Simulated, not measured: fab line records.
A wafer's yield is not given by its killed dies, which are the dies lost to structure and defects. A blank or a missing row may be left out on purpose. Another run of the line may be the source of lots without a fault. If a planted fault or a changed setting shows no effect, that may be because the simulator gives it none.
Split-lot experiment | flow sfq line | 13 wafers read across 5 lots, on a route 325 steps long

## ABOUT THE SPLIT
At SFQ_TRILAYER_M0_BARC_OPEN_METAL_ETCH_031 (etches BARC in O2, target depth 125 nm, time 41.7 s), the setting time s was moved away from the recipe's 41.7 s on 4 of the 13 wafers read, by -4.7% to +10.8%. The other wafers ran this setting at the recipe's value.

The reading comes from the split's own step.

## THE READING
KrF_of_TRILAYER_M0_LITHO_COAT_021.thk nm (the simulator's own value, which no gauge read), in nm, at SFQ_TRILAYER_M0_BARC_OPEN_METAL_ETCH_031 (etches BARC in O2, target depth 125 nm, time 41.7 s). No usual value for it is given in the file. Across the 9 wafers here that went through the recipe, the average is 523.4 nm and the standard deviation 1.3 nm.

wafer  | tool, chamber at the split | time s as run, s | against the recipe | KrF_of_TRILAYER_M0_LITHO_COAT_021.thk nm, nm | against lot-mates on the recipe
L074.2 | rie metal-03, 0            | 39.74            | -4.7%              | 526.2                                        | +1.9
L074.3 | rie metal-03, 1            | 41.7             | recipe             | 523.3                                        | -
L074.5 | rie metal-03, 1            | 41.7             | recipe             | 525.4                                        | -
L075.3 | rie metal-02, 1            | 44.37            | +6.4%              | 519.6                                        | -5.4
L075.5 | rie metal-02, 1            | 41.7             | recipe             | 525                                          | -
L078.2 | rie metal-04, 0            | 45.42            | +8.9%              | 515.8                                        | -7.7
L078.4 | rie metal-04, 1            | 41.7             | recipe             | 523.5                                        | -
L078.5 | rie metal-04, 0            | 41.7             | recipe             | 523.4                                        | -
L079.2 | rie metal-03, 1            | 41.7             | recipe             | 521                                          | -
L079.4 | rie metal-03, 0            | 41.7             | recipe             | 523.3                                        | -
L079.6 | rie metal-03, 1            | 41.7             | recipe             | 521.8                                        | -
L082.3 | rie metal-04, 1            | 46.22            | +10.8%             | 519.8                                        | -4.4
L082.4 | rie metal-04, 0            | 41.7             | recipe             | 524.2                                        | -

THE FIT
A straight line over all 13 wafers: KrF_of_TRILAYER_M0_LITHO_COAT_021.thk nm changes by -0.555 nm for each +1% of time s; r = -0.84; the points scatter about the line by 1.6 nm.
The same after taking each lot's own level away (the mean of its wafers on the recipe; 13 wafers): -0.594 nm for each +1%; r = -0.91; scatter 1.3 nm.
That fit puts the effect of the largest move of time s on the reading at 6.4 nm.
The lots' own levels span 522.03 to 525.00 nm, that is 2.3 times the standard deviation above.
So the lot-to-lot level changes the slope little: the two slopes agree.
Check: with one of the wafers moved furthest among these (+10.8%) left out of the fit, the line predicts -8.52 nm for it against its lot-mates. It came out at -4.4 nm against them.

## ADDITIONAL SPLITS CARRIED BY THESE WAFERS
Note: prior to the reading, these wafers also went through further splits. Each is held against what the fit with the lots' levels taken away leaves over:
other split on the same wafers               | wafers away from the commonest value | r with KrF_of_TRILAYER_M0_LITHO_COAT_021.thk nm (lot level and that fit taken away)
SFQ_TRILAYER_INCOMING_OXIDATION_002 temp c   | 3                                    | -0.04
SFQ_TRILAYER_L0_LITHO_EXPOSE_006 dose mj     | 3                                    | -0.09
SFQ_TRILAYER_L0_VIA_LITHO_COAT_013 spin rpm  | 4                                    | +0.36
SFQ_TRILAYER_L0_VIA_LITHO_PEB_016 peb temp c | 4                                    | -0.30
SFQ_TRILAYER_M0_DEP_SPUTTER_019 time s       | 0                                    | -
SFQ_TRILAYER_M0_LITHO_PEB_024 peb time s     | 3                                    | -0.25

## FILE'S OWN FIT
KrF_of_TRILAYER_M0_LITHO_COAT_021.thk nm changes by -0.632 nm for each +1% of time s, r = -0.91.
